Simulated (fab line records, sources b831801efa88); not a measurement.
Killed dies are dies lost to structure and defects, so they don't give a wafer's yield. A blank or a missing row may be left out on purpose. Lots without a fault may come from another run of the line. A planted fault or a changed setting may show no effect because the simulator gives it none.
Chamber matching | flow gf180mcu | GF_V5_CMP_04 on cmp-02: 4 sister chambers
The step polishes SiO2. 4 wafers are shown with their chamber, then 10 later ones without.

WAFERS WITH THEIR CHAMBER
wafer  | chamber | motor_current_A (A)
L086.2 | 2       | 11.2
L086.5 | 3       | 11.7
L088.1 | 0       | 10.6
L088.4 | 1       | 13.6

WAFERS WITHOUT THEIR CHAMBER
wafer  | motor_current_A (A)
L088.5 | 10.1
L093.1 | 13.0
L093.3 | 11.6
L093.6 | 11.9
L094.2 | 11.7
L094.4 | 13.3
L094.5 | 12.7
L095.2 | 13.5
L095.3 | 10.7
L095.4 | 10.2

WHICH CHAMBER EACH WENT THROUGH
wafer  | from the rows above          | in truth
L088.5 | can't be placed: 0 or 2      | 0
L093.1 | can't be placed: 1 or 3      | 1
L093.3 | can't be placed: 3 or 2      | 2
L093.6 | can't be placed: 3 or 2      | 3
L094.2 | can't be placed: 3 or 2      | 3
L094.4 | 1                            | 1
L094.5 | can't be placed: 1 or 3 or 2 | 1
L095.2 | 1                            | 1
L095.3 | can't be placed: 0 or 2      | 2
L095.4 | can't be placed: 0 or 2      | 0
Placed correctly: 2 of 10. Can't be placed from these rows: 8 (the true chamber is among the candidates in 8). Placed wrongly: 0.
How it was worked out, from the rows above alone: a wafer's distance from a chamber is the root of the sum, over the readings, of the square of ((its reading less the chamber's mean) divided by the reading's scatter). The wafer belongs to the nearest chamber; if the next one is less than 2 further off, it can't be placed. A chamber's mean is the mean of its shown wafers. The scatter: with one shown wafer a chamber, the root of the mean of the squares of how far each hidden wafer lies from its nearest shown one.
